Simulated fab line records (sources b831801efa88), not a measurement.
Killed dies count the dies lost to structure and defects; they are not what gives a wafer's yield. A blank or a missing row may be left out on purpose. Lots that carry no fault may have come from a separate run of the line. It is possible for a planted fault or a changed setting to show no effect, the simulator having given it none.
Struck lot and sound lot, side by side || flow sfq-line || 42 steps out of a route of 325
Sound: these wafers, L290.1, L290.3, L290.4. Wafers struck: L301.1, L301.2, L301.3. The cause comes at the end.
Each step with rows lists, per side, the tool, then ch with its chambers, then its first start. Under that, the readings that differ: sound wafers || struck wafers || difference of the means || sigmas: that difference in standard deviations of wafers without a fault.
alike: readings with means less than 2 such deviations apart, plus words and numbers identical on both sides. not compared: withheld readings, readings lacking a value on some wafer, bounds such as >300 that could conceal the same value, and numbers that have no deviation in the record and whose values overlap.
Wherever a step has rows on one side only, a row that says differs or no value, or a row with sigmas, the two part there. Numbers that have no deviation but don't overlap get no sigmas and don't part them. A reading that every wafer of one side lacks parts them only if that side has two wafers or more.

SFQ_TRILAYER_L0_ETCH_METAL_ETCH_008: etches MoNx KI in SF6/O2, stops on SiO2, target depth 50 nm, time 25 s.
  sound on rie-metal-02 ch 0,1, day 3 13:13; struck on rie-metal-03 ch 0,1, day 5 20:58
  alike: bias-w, chamber-pressure-mTorr, drypump-motor-current-A, oes-product-au
  not compared: rf-hours-counter-h
then, 2 steps without rows for these wafers: SFQ_TRILAYER_L0_STRIP_STRIP_009 (strips in O2); SFQ_TRILAYER_L0_STRIP_SOLV_CLEAN_010 (cleans in NMP, time 600 s).
SFQ_TRILAYER_L0_CAP_PECVD_011: deposits SiO2 from SiH4/N2O, time 13.333 s, target thk 60 nm.
  sound on pecvd-01 ch 0,2, day 3 14:02; struck on pecvd-04 ch 0,1,2, day 5 21:47
  alike: heater-power-outer-w, heater-power-w, throttle-valve-pct
then, 6 steps without rows for these wafers: SFQ_TRILAYER_L0_VIA_LITHO_COAT_018 (resist thk 62 nm); SFQ_TRILAYER_L0_VIA_LITHO_COAT_013 (resist thk 650 nm); SFQ_TRILAYER_L0_VIA_LITHO_SOFTBAKE_017; SFQ_TRILAYER_L0_VIA_LITHO_EXPOSE_014 (exposes mask L0V, target cd 700 nm); SFQ_TRILAYER_L0_VIA_LITHO_PEB_016 (peb time 60 s); SFQ_TRILAYER_L0_VIA_LITHO_DEVELOP_015 (time 60 s).
SFQ_L0V_OVL_MEAS_903:
  sound on overlay-02 at day 5 10:25; struck on overlay-02 at day 7 20:07
  alike: L0V_OVL
then, 1 step without rows for these wafers: SFQ_TRILAYER_L0_VIA_BARC_OPEN_VIA_ETCH_021 (etches BARC in O2, target depth 125 nm, time 41.7 s).
SFQ_TRILAYER_L0_VIA_ETCH_VIA_ETCH_016: etches SiO2 in CHF3, stops on MoNx KI, target depth 80 nm.
  sound on rie-diel-04 ch 0,1,3, day 5 10:29; struck on rie-diel-02 ch 1,2,3, day 7 20:11
  no value came back on the struck wafers for bias-w (W), chamber-pressure-mTorr (mTorr), drypump-motor-current-A (A), oes-product-au (a.u.); on the sound wafers bias-w (W) reads 79.97 80.24 80.30
{"reading": "model.KrF_of_TRILAYER_L0_VIA_LITHO_COAT_013.thk-nm (nm)", "sound": "558.3 561.3 560.6", "struck": "574 574.2 575.8", "difference": "+15", "sigmas": ""}
SFQ_TRILAYER_L0_VIA_STRIP_STRIP_017: strips in O2.
  sound on rie-metal-04 ch 0,1, day 5 10:32; struck on rie-metal-01 ch 0,1, day 7 20:14
  alike: drypump-motor-current-A, oes-product-au
  not compared: rf-hours-counter-h
then, 3 steps without rows for these wafers: SFQ_TRILAYER_L0_VIA_STRIP_SOLV_CLEAN_018 (cleans in NMP, time 600 s); SFQ_TRILAYER_M0_DEP_PRE_CLEAN_020 (time 15 s); SFQ_TRILAYER_M0_DEP_SPUTTER_019 (material Nb, target thk 200 nm, time 133.3 s).
SFQ_M0_RS_MEAS_904: a four-point-probe measurement.
  sound on film-metro-04 at day 5 11:26; struck on film-metro-04 at day 7 21:08
{"reading": "M0_NB_RS (ohm/sq)", "sound": "0.902 0.895 0.897", "struck": "0.883 0.883 0.877", "difference": -0.017, "sigmas": -2}
then, 6 steps without rows for these wafers: SFQ_TRILAYER_M0_LITHO_COAT_026 (resist thk 62 nm); SFQ_TRILAYER_M0_LITHO_COAT_021 (resist thk 600 nm); SFQ_TRILAYER_M0_LITHO_SOFTBAKE_025; SFQ_TRILAYER_M0_LITHO_EXPOSE_022 (exposes mask M0, target cd 500 nm); SFQ_TRILAYER_M0_LITHO_PEB_024 (peb time 60 s); SFQ_TRILAYER_M0_LITHO_DEVELOP_023 (time 60 s).
-- the record jumps here: 2 days lie between the struck wafers' starts before and after --
SFQ_M0_OVL_MEAS_906:
  sound on overlay-02 at day 7 09:19; struck on overlay-02 at day 10 03:08
  alike: M0_OVL
then, 1 step without rows for these wafers: SFQ_TRILAYER_M0_BARC_OPEN_METAL_ETCH_031 (etches BARC in O2, target depth 125 nm, time 41.7 s).
SFQ_TRILAYER_M0_ETCH_METAL_ETCH_024: etches Nb in Cl2/Ar, stops on SiO2, target depth 240 nm, time 120 s.
  sound on rie-metal-01 ch 0,1, day 7 09:25; struck on rie-metal-02 ch 0,1, day 10 03:14
{"reading": "oes-product-au (a.u.)", "sound": "0.880 0.891 0.886", "struck": "0.905 0.906 0.899", "difference": "+0.018", "sigmas": "+3"}
  alike: bias-w, chamber-pressure-mTorr, drypump-motor-current-A
  not compared: rf-hours-counter-h
then, 2 steps without rows for these wafers: SFQ_TRILAYER_M0_STRIP_STRIP_025 (strips in O2); SFQ_TRILAYER_M0_STRIP_SOLV_CLEAN_026 (cleans in NMP, time 600 s).
SFQ_TRILAYER_I0_DEP_PECVD_027: deposits SiO2 from SiH4/N2O, time 111.11 s, target thk 500 nm.
  sound on pecvd-04 ch 0,2, day 7 10:19; struck on pecvd-03 ch 0,1,2, day 10 04:08
  alike: heater-power-outer-w, heater-power-w, throttle-valve-pct
then, 1 step without rows for these wafers: SFQ_TRILAYER_I0_CMP_CMP_028 (polishes SiO2).
SFQ_I0_BOW_MEAS_907:
  sound on film-metro-02 at day 7 13:23; struck on film-metro-02 at day 10 19:17
  alike: I0_BOW
then, 7 steps without rows for these wafers: SFQ_TRILAYER_I0_METRO_MEASURE_029; SFQ_TRILAYER_I0_VIA_LITHO_COAT_036 (resist thk 60.99 nm); SFQ_TRILAYER_I0_VIA_LITHO_COAT_031 (resist thk 650 nm); SFQ_TRILAYER_I0_VIA_LITHO_SOFTBAKE_035; SFQ_TRILAYER_I0_VIA_LITHO_EXPOSE_032 (exposes mask I0, target cd 500 nm); SFQ_TRILAYER_I0_VIA_LITHO_PEB_034 (peb time 60 s); SFQ_TRILAYER_I0_VIA_LITHO_DEVELOP_033 (time 60 s).
-- the record jumps here: 2 days lie between the struck wafers' starts before and after --
SFQ_I0_OVL_MEAS_908:
  sound on overlay-01 at day 9 21:08; struck on overlay-01 at day 12 21:53
  alike: I0_OVL
then, 1 step without rows for these wafers: SFQ_TRILAYER_I0_VIA_BARC_OPEN_VIA_ETCH_046 (etches BARC in O2, target depth 125 nm, time 41.7 s).
-- the record jumps here: 65 days lie between the struck wafers' starts before and after --
SFQ_M8_BOW_MEAS_951:
  sound on film-metro-03 at day 70 11:44; struck on film-metro-02 at day 77 22:24
{"reading": "model.etest.l0v.link-ohm", "sound": "44.29 44.27 44.29", "struck": "1e+06 1e+06 1e+06", "difference": "+1e+06", "sigmas": ""}
  alike: M8_BOW

## WHERE THEY PART
First at SFQ_TRILAYER_L0_VIA_ETCH_VIA_ETCH_016; last, within this record, at SFQ_TRILAYER_M0_ETCH_METAL_ETCH_024. Later steps at which nothing parts them and some readings are alike: SFQ_TRILAYER_I0_DEP_PECVD_027, SFQ_I0_BOW_MEAS_907, SFQ_I0_OVL_MEAS_908, SFQ_M8_BOW_MEAS_951.

WHY: what the simulator had put in
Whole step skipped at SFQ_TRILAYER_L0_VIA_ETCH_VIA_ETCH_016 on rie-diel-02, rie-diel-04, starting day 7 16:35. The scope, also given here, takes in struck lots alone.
